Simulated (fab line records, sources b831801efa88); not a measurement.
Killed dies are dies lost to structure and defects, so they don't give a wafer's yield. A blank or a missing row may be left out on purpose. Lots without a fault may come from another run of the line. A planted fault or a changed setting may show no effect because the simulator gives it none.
Which tool did it? | flow gf180mcu | 14 lots, 42 wafers sampled, at 2 steps of a route of 602

WHAT THE GAUGES READ, wafer by wafer
GF_V1_THK_MEAS_03. Usual: V1_CVD_02_THK 855 nm, standard deviation 10.
lot  | measured     | on            | V1_CVD_02_THK (nm) | flag
L521 | day 17 01:43 | film_metro-04 | 859 866 870        |
L522 | day 17 10:52 | film_metro-02 | 847 864 861        |
L523 | day 17 18:27 | film_metro-01 | 838 851 842        |
L524 | day 18 11:20 | film_metro-02 | 859 859 863        |
L527 | day 19 10:58 | film_metro-04 | 856 860 866        |
L528 | day 19 20:10 | film_metro-04 | 850 859 866        |
L529 | day 20 10:47 | film_metro-01 | 853 843 865        |
L532 | day 21 09:17 | film_metro-01 | 849 849 851        |
L539 | day 23 20:56 | film_metro-04 | 862 858 868        |
L540 | day 23 23:44 | film_metro-01 | 847 859 867        |
L541 | day 24 07:26 | film_metro-01 | 842 856 839        |
L542 | day 24 17:43 | film_metro-02 | 842 854 865        |
L543 | day 24 23:37 | film_metro-01 | 857 848 851        |
L544 | day 25 05:11 | film_metro-01 | 849 851 850        |

WHICH TOOL RAN EACH LOT (tool, then ch and the chambers of the sampled wafers, then the start)
lot  | GF_HV_LDD_IMPLANT_36
L521 | implanter-03 ch 0, day 11 14:11
L522 | implanter-03 ch 0, day 11 20:44
L523 | implanter-01 ch 0, day 12 02:01
L524 | implanter-03 ch 0, day 12 18:08
L527 | implanter-03 ch 0, day 13 13:59
L528 | implanter-01 ch 0, day 13 20:44
L529 | implanter-01 ch 0, day 14 10:40
L532 | implanter-02 ch 0, day 15 05:35
L539 | implanter-01 ch 0, day 17 13:46
L540 | implanter-01 ch 0, day 17 18:22
L541 | implanter-01 ch 0, day 18 01:38
L542 | implanter-02 ch 0, day 18 12:16
L543 | implanter-03 ch 0, day 18 20:51
L544 | implanter-02 ch 0, day 19 02:11
- GF_HV_LDD_IMPLANT_36

WHAT THE TOOLS THEMSELVES READ (means of the sampled wafers that have a number; where no wafer has one, the mark that the record gives instead)
GF_HV_LDD_IMPLANT_36. Usual: dose_ions_cm2 7.501e+12, standard deviation 7.8e+09.
lot  | tool         | dose_ions_cm2 | flag
L521 | implanter-03 | 7.499e+12     |
L522 | implanter-03 | 7.505e+12     |
L523 | implanter-01 | 7.500e+12     |
L524 | implanter-03 | 7.495e+12     |
L527 | implanter-03 | 7.506e+12     |
L528 | implanter-01 | 7.173e+12     | OFF
L529 | implanter-01 | 7.178e+12     | OFF
L532 | implanter-02 | 7.499e+12     |
L539 | implanter-01 | 7.511e+12     |
L540 | implanter-01 | 7.501e+12     |
L541 | implanter-01 | 7.512e+12     |
L542 | implanter-02 | 7.509e+12     |
L543 | implanter-03 | 7.504e+12     |
L544 | implanter-02 | 7.496e+12     |

THE ANSWER, worked out from the rows above alone
Rule: a lot is off if the mean of its wafers that have a number lies more than 3 standard deviations from the usual mean. A lot without any number at a reading at which 4 lots or more have one is off too. The other lots that the step has rows for count as sound. The gauges are gone through in route order, then the tools' own readings, and for those a lot's mean is taken as printed above. The first step at which some lot is off is used, and at that step the reading that is off furthest; a lot without a number counts as furthest.
Off: L528, L529, at GF_HV_LDD_IMPLANT_36 (dose_ions_cm2).
A tool fits if, at that step or a process step before it, it ran every lot that is off, and no sound lot after the first of them. None of those tried fits.

WHAT THE SIMULATOR HAD PUT IN
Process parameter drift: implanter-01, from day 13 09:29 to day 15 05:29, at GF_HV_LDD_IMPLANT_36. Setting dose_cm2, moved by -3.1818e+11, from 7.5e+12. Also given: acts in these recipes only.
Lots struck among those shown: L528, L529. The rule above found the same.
